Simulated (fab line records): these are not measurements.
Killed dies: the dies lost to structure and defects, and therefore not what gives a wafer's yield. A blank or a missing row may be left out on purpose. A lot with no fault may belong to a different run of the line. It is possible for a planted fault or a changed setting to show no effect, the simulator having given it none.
fab line records -- flow gf180mcu
record lots=13, wafers=39, last-day=34
route steps=602 shown STI@15 VT_IMPLANT@121 HV_LDD@208
lots that met no fault: taken from a fault-free run of the same line
start-h: the number of hours between the record's first day and the start of the first shown wafer of the lot -- wait-h: how many hours have passed since the lot's step before this one -- " identical to the entry in the row above -- L1.1+2: a row that stands for several wafers -- - no value, or no start given -- * or withheld: withheld -- < > ~ a bound
route shown NAME@n: NAME is a module with steps in the file, n the number in the route of the first one -- usual: mean/standard deviation taken from wafers without a fault -- same: alike in all rows -- chamber/n: place in a boat -- sites: readings site by site -- _std_site: the standard deviation of these -- _edge_site: outer sites' mean less inner sites' -- radius-mm: for every site, how far away it sits from the centre of the wafer -- mask NAME#n: copy n -- behind: the last tool/chamber to shape the wafer -- hold: why the lot went on hold/how many hours it stayed there/how the hold came to an end -- device: the n, p or np transistor that did not switch -- end of line: the tests these same wafers got at the end of their route -- a step without rows: its recipe alone -- killed: dies that structure and defects cost at the first sort, which is not the same as the wafer's yield -- map: a wafer's dies, x killed, . not, _ none there
set.NAME: the run value of the setting; set.NAME@STEP: its run value at that earlier step -- model.NAME: the simulator's own value behind a step, which no gauge read
steps of the route over a sample of lots; a table a step, a row a wafer
services: a tool's chamber out of use, with start hour (start-h, from the record's first day; less than 0 if before it), hours out, and reason
## steps
# step GF_STI_ETCH_14
# recipe target=Si, chemistry=HBr/Cl2/O2, target-depth-nm=360, icp-w=600, bias-w=150, pressure-mtorr=15, HBr_flow_sccm=150, Cl2_flow_sccm=40, O2_flow_sccm=6, time-s=102.9
# usual drypump-motor-current-A=5.7/0.39, oes-product-au=1.010/0.0095, throttle-valve-pct=25.651/0.011
lot.wafer,tool,chamber,start-h,wait-h,drypump-motor-current-A,oes-product-au,rf-hours-counter-h,throttle-valve-pct
L990.4,rie-si-02,3,26.44,0.0,5.8,1.011,134,25.644
L990.5,rie-si-02,2,26.44,0.0,5.2,0.998,-,25.683
L990.6,rie-si-02,3,26.44,0.0,5.8,1.007,-,25.644
L991.1,rie-si-02,1,32.14,0.0,6.0,1.020,46,25.644
L991.2,rie-si-02,3,32.14,0.0,5.8,1.017,134,25.642
L991.3,rie-si-02,2,32.14,0.0,5.2,0.999,98,25.663
L992.1,rie-si-01,0,35.17,0.0,5.9,1.011,25,25.665
L992.4,rie-si-01,3,35.17,0.0,5.4,1.011,58,25.648
L992.5,rie-si-01,0,35.17,0.0,5.9,1.002,-,25.653
L993.2,rie-si-01,3,41.56,0.0,5.5,1.016,58,25.648
L993.3,rie-si-01,2,41.56,0.0,5.0,1.006,2,25.656
L993.6,rie-si-01,1,41.56,0.0,5.9,1.008,-,25.639
L994.2,rie-si-01,2,46.17,0.0,5.0,1.021,2,25.642
L994.3,rie-si-01,3,46.17,0.0,5.4,1.022,58,25.649
L994.5,rie-si-01,3,46.17,0.0,5.5,1.029,-,25.652
L998.1,rie-si-01,3,66.82,0.0,5.5,1.012,58,25.623
L998.4,rie-si-01,2,66.82,0.0,5.1,1.005,3,25.668
L998.5,rie-si-01,2,66.82,0.0,5.1,1.005,-,25.653
L999.1,rie-si-02,3,72.39,0.0,5.8,1.021,134,25.631
L999.4,rie-si-02,1,72.39,0.0,6.0,1.025,47,25.636
L999.6,rie-si-02,0,72.39,0.0,6.2,1.012,-,25.664
L105.2,rie-si-02,0,103.12,0.0,6.2,1.004,134,25.665
L105.5,rie-si-02,2,103.12,0.0,5.2,0.991,-,25.668
L105.6,rie-si-02,3,103.12,0.0,5.8,1.015,-,25.649
L109.1,rie-si-02,1,123.62,0.0,6.0,1.016,47,25.647
L109.2,rie-si-02,0,123.62,0.0,6.2,0.997,134,25.659
L109.4,rie-si-02,3,123.62,0.0,5.8,1.013,134,25.651
L110.2,rie-si-02,1,129.47,0.0,6.0,1.032,47,25.631
L110.4,rie-si-02,0,129.47,0.0,6.2,1.001,134,25.653
L110.6,rie-si-02,2,129.47,0.0,5.2,0.997,-,25.674
L111.1,rie-si-02,2,134.51,0.0,5.2,0.996,99,25.665
L111.3,rie-si-02,0,134.51,0.0,6.2,1.016,134,25.642
L111.4,rie-si-02,3,134.51,0.0,5.8,1.009,135,25.662
L112.3,rie-si-01,2,138.71,0.0,5.0,0.998,3,25.662
L112.4,rie-si-01,0,138.71,0.0,5.9,1.010,26,25.672
L112.6,rie-si-01,2,138.71,0.0,5.0,0.996,-,25.653
L113.2,rie-si-01,2,145.91,0.0,5.0,0.984,3,25.655
L113.5,rie-si-01,3,145.91,0.0,5.4,1.008,-,25.643
L113.6,rie-si-01,2,145.91,0.0,5.0,0.998,-,25.638
# step GF_STI_THK_MEAS_22
# recipe reads=SiO2_of_STI_OXIDATION_21
# usual STI_OXIDATION_01_THK=15.01/0.22
lot.wafer,tool,chamber,start-h,wait-h,STI_OXIDATION_01_THK[nm]
L990.4,film-metro-03,-,28.15,0.0,14.95
L990.5,film-metro-03,-,28.15,0.0,15.00
L990.6,film-metro-03,-,28.15,0.0,14.84
L991.1,film-metro-03,-,33.80,0.0,15.00
L991.2,film-metro-03,-,33.80,0.0,15.04
L991.3,film-metro-03,-,33.80,0.0,14.95
L992.1,film-metro-02,-,37.41,0.0,14.99
L992.4,film-metro-02,-,37.41,0.0,14.94
L992.5,film-metro-02,-,37.41,0.0,14.97
L993.2,film-metro-04,-,43.22,0.0,14.90
L993.3,film-metro-04,-,43.22,0.0,15.07
L993.6,film-metro-04,-,43.22,0.0,15.24
L994.2,film-metro-03,-,47.83,0.0,15.16
L994.3,film-metro-03,-,47.83,0.0,15.12
L994.5,film-metro-03,-,47.83,0.0,15.11
L998.1,film-metro-02,-,70.04,0.0,14.93
L998.4,film-metro-02,-,70.04,0.0,14.75
L998.5,film-metro-02,-,70.04,0.0,14.71
L999.1,film-metro-02,-,74.29,0.0,14.77
L999.4,film-metro-02,-,74.29,0.0,15.01
L999.6,film-metro-02,-,74.29,0.0,14.76
L105.2,film-metro-04,-,105.18,0.0,14.89
L105.5,film-metro-04,-,105.18,0.0,15.13
L105.6,film-metro-04,-,105.18,0.0,14.87
L109.1,film-metro-02,-,126.77,0.0,15.06
L109.2,film-metro-02,-,126.77,0.0,15.07
L109.4,film-metro-02,-,126.77,0.0,15.07
L110.2,film-metro-03,-,131.73,0.0,15.29
L110.4,film-metro-03,-,131.73,0.0,15.18
L110.6,film-metro-03,-,131.73,0.0,15.07
L111.1,film-metro-04,-,136.19,0.0,15.15
L111.3,film-metro-04,-,136.19,0.0,15.43
L111.4,film-metro-04,-,136.19,0.0,15.21
L112.3,film-metro-04,-,140.41,0.0,14.80
L112.4,film-metro-04,-,140.41,0.0,14.69
L112.6,film-metro-04,-,140.41,0.0,14.81
L113.2,film-metro-04,-,147.58,0.0,15.19
L113.5,film-metro-04,-,147.58,0.0,15.24
L113.6,film-metro-04,-,147.58,0.0,15.31
# step GF_VT_IMPLANT_STRIP_31
# recipe chemistry=O2/N2, power-w=1400, pressure-mtorr=1500, platen-temp-c=249.2, o2-flow-sccm=3000, n2-flow-sccm=300, overash-fraction=0.5
# usual chamber-pressure-mTorr=1500.1/1.2, drypump-motor-current-A=5.8/0.53, heater-power-w=324/34, o2-flow-sccm=3000/9.2, oes-product-au=0.709/0.0043, platen-temp-c=249.20/0.19, strip-time-to-endpoint-s=12.81/0.036
# same overash-fraction=0.5
lot.wafer,tool,chamber,start-h,wait-h,chamber-pressure-mTorr,drypump-motor-current-A,heater-power-w,o2-flow-sccm,oes-product-au,platen-temp-c,rf-hours-counter-h,strip-time-to-endpoint-s
L990.4,plasma-asher-02,1,143.23,0.1,1500.5,6.0,339,2992,0.719,249.42,-,12.82
L990.5,plasma-asher-02,0,143.23,0.1,1502.4,5.8,306,3000,0.709,249.16,-,12.82
L990.6,plasma-asher-02,1,143.23,0.1,1499.4,6.0,339,2990,0.710,249.22,-,12.82
L991.1,plasma-asher-04,0,147.74,0.1,1500.9,5.0,319,2998,0.709,249.40,49,12.90
L991.2,plasma-asher-04,1,147.74,0.1,1499.7,6.3,326,2995,0.708,249.44,49,12.87
L991.3,plasma-asher-04,1,147.74,0.1,1501.2,6.2,335,2992,0.705,248.93,-,12.87
L992.1,plasma-asher-02,0,152.24,0.1,1500.4,5.8,294,2989,0.713,249.36,53,12.78
L992.4,plasma-asher-02,1,152.24,0.1,1502.4,6.0,341,2985,0.703,249.22,-,12.80
L992.5,plasma-asher-02,0,152.24,0.1,1502.3,5.8,294,2983,0.710,249.22,-,12.81
L993.2,plasma-asher-02,1,160.59,0.1,1499.5,6.0,338,3004,0.710,249.07,54,12.86
L993.3,plasma-asher-02,1,160.59,0.1,1499.2,6.0,333,3002,0.715,248.92,-,12.84
L993.6,plasma-asher-02,0,160.59,0.1,1500.3,5.9,313,3006,0.711,249.36,-,12.84
L994.2,plasma-asher-04,0,167.64,0.1,1499.5,5.1,313,3004,0.713,249.01,51,12.86
L994.3,plasma-asher-04,0,167.64,0.1,1500.1,5.1,316,3005,0.710,248.93,-,12.80
L994.5,plasma-asher-04,0,167.64,0.1,1500.0,5.1,318,3009,0.711,249.13,-,12.81
L998.1,plasma-asher-04,0,196.79,0.1,1499.3,5.1,324,2996,0.712,249.31,54,12.79
L998.4,plasma-asher-04,0,196.79,0.1,1498.2,5.1,320,2994,0.707,249.32,-,12.82
L998.5,plasma-asher-04,1,196.79,0.1,1802.6,6.3,326,2998,0.724,249.19,-,12.35
L999.1,plasma-asher-04,1,210.19,0.1,1801.0,6.2,329,3022,0.732,248.97,55,12.32
L999.4,plasma-asher-04,0,210.19,0.1,1498.2,5.1,312,3006,0.719,249.09,-,12.79
L999.6,plasma-asher-04,0,210.19,0.1,1500.7,5.0,322,2991,0.710,249.19,-,12.81
L105.2,plasma-asher-03,0,241.19,0.1,1502.3,6.1,251,3003,0.709,249.22,44,12.79
L105.5,plasma-asher-03,1,241.19,0.1,1500.6,6.7,399,2997,0.705,249.12,-,12.81
L105.6,plasma-asher-03,0,241.19,0.1,1500.6,6.1,246,2999,0.705,249.45,-,12.86
L109.1,plasma-asher-02,0,267.99,0.1,1500.0,5.8,298,2997,0.708,249.24,65,12.83
L109.2,plasma-asher-02,1,267.99,0.1,1500.0,6.0,341,3010,0.712,249.07,65,12.85
L109.4,plasma-asher-02,1,267.99,0.1,1501.1,6.0,335,2999,0.714,249.16,-,12.82
L110.2,plasma-asher-04,0,274.54,0.1,1501.2,5.1,309,2994,0.711,249.31,62,12.81
L110.4,plasma-asher-04,1,274.54,0.1,1498.9,6.2,340,3015,0.710,249.07,-,12.79
L110.6,plasma-asher-04,0,274.54,0.1,1500.5,5.0,314,2991,0.709,249.43,-,12.83
L111.1,plasma-asher-02,1,280.14,0.1,1501.4,6.0,339,3007,0.702,249.53,66,12.77
L111.3,plasma-asher-02,0,280.14,0.1,1500.2,5.8,306,3009,0.701,249.50,-,12.79
L111.4,plasma-asher-02,1,280.14,0.1,1499.4,6.0,339,2996,0.706,249.12,-,12.76
L112.3,plasma-asher-02,0,287.79,0.1,1499.3,5.8,298,3002,0.716,249.28,-,12.77
L112.4,plasma-asher-02,1,287.79,0.1,1498.6,6.0,337,3000,0.707,249.10,-,12.76
L112.6,plasma-asher-02,1,287.79,0.1,1499.1,6.0,334,3004,0.704,249.12,-,12.76
L113.2,plasma-asher-04,0,295.74,0.1,1499.8,5.1,313,2973,0.712,249.21,64,12.84
L113.5,plasma-asher-04,0,295.74,0.1,1502.0,5.1,324,3008,0.715,249.24,-,12.87
L113.6,plasma-asher-04,1,295.74,0.1,1500.2,6.2,334,2994,0.712,248.97,-,12.88
# step GF_HV_LDD_OVL_MEAS_32
# usual HV_LDD_02_OVL=1.4/1.5
lot.wafer,tool,chamber,start-h,wait-h,HV_LDD_02_OVL[nm]
L990.4,overlay-02,-,254.05,0.1,-2.3
L990.5,overlay-02,-,254.05,0.1,-1.9
L990.6,overlay-02,-,254.05,0.1,-1.9
L991.1,overlay-02,-,260.16,0.1,2.2
L991.2,overlay-02,-,260.16,0.1,3.7
L991.3,overlay-02,-,260.16,0.1,2.1
L992.1,overlay-02,-,266.71,0.1,3.9
L992.4,overlay-02,-,266.71,0.1,1.7
L992.5,overlay-02,-,266.71,0.1,3.9
L993.2,overlay-01,-,276.50,0.1,2.4
L993.3,overlay-01,-,276.50,0.1,1.9
L993.6,overlay-01,-,276.50,0.1,1.9
L994.2,overlay-01,-,284.90,0.1,0.7
L994.3,overlay-01,-,284.90,0.1,1.0
L994.5,overlay-01,-,284.90,0.1,1.0
L998.1,overlay-02,-,321.48,0.1,2.8
L998.4,overlay-02,-,321.48,0.1,0.2
L998.5,overlay-02,-,321.48,0.1,1.4
L999.1,overlay-01,-,336.18,0.1,2.4
L999.4,overlay-01,-,336.18,0.1,3.1
L999.6,overlay-01,-,336.18,0.1,3.3
L105.2,overlay-02,-,376.34,0.1,-0.7
L105.5,overlay-02,-,376.34,0.1,-1.1
L105.6,overlay-02,-,376.34,0.1,-0.9
L109.1,overlay-01,-,408.44,0.1,1.0
L109.2,overlay-01,-,408.44,0.1,1.2
L109.4,overlay-01,-,408.44,0.1,0.7
L110.2,overlay-02,-,414.39,0.1,1.7
L110.4,overlay-02,-,414.39,0.1,3.1
L110.6,overlay-02,-,414.39,0.1,3.4
L111.1,overlay-01,-,417.66,0.1,1.0
L111.3,overlay-01,-,417.66,0.1,-1.0
L111.4,overlay-01,-,417.66,0.1,-0.7
L112.3,overlay-02,-,431.05,0.1,-0.2
L112.4,overlay-02,-,431.05,0.1,1.1
L112.6,overlay-02,-,431.05,0.1,0.4
L113.2,overlay-02,-,440.86,0.1,2.5
L113.5,overlay-02,-,440.86,0.1,-0.1
L113.6,overlay-02,-,440.86,0.1,1.9
## services
tool,chamber,start-h,hours,kind
plasma-asher-02,-,25.08,2.8,pm
rie-si-02,3,78.53,4.9,repair
plasma-asher-02,-,81.70,0.9,repair
rie-si-02,3,151.67,-,clean
rie-si-02,3,151.67,17.0,scheduled-down
rie-si-02,3,151.67,17.0,vent-cycle
rie-si-02,0,168.71,-,clean
rie-si-02,0,168.71,27.6,scheduled-down
rie-si-02,0,168.71,27.6,vent-cycle
rie-si-02,1,191.93,1.3,repair
plasma-asher-03,-,197.65,0.9,repair
plasma-asher-03,-,214.13,2.8,pm
rie-si-01,1,236.58,-,clean
rie-si-01,1,236.58,22.0,scheduled-down
rie-si-01,1,236.58,22.0,vent-cycle
rie-si-01,0,244.02,1.9,repair
rie-si-02,3,253.71,5.6,repair
## key
first-sign step=GF_VT_IMPLANT_STRIP_31, reading=chamber-pressure-mTorr, direction=up, sigmas=99+, usual=1500.1, struck=1801.8
effect step=GF_VT_IMPLANT_STRIP_31, reading=strip-time-to-endpoint-s, direction=down, sigmas=13, usual=*, struck=*
met-at GF_VT_IMPLANT_STRIP_31
struck-lots L998,L999
struck-wafers L998.5,L999.1
tester-left-out L998,L999
not-acting-at GF_STI_ETCH_14,GF_STI_THK_MEAS_22,GF_HV_LDD_OVL_MEAS_32
onset-between 147.74 196.79
fault kind=process-parameter-drift, tool=plasma-asher-04, chamber=1, onset-h=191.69, steps=GF_VT_IMPLANT_STRIP_31, channel=pressure-mtorr, offset=300, shape=step, end-h=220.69, acts-in=these-recipes-only, stated=1500
# tester-left-out: of these lots the tester's yield and bins aren't shown, on N5 and GAA mostly nor the transistor test; their killed dies are dies lost to structure and defects alone, not to doping, threshold or leakage, so they don't give the yield
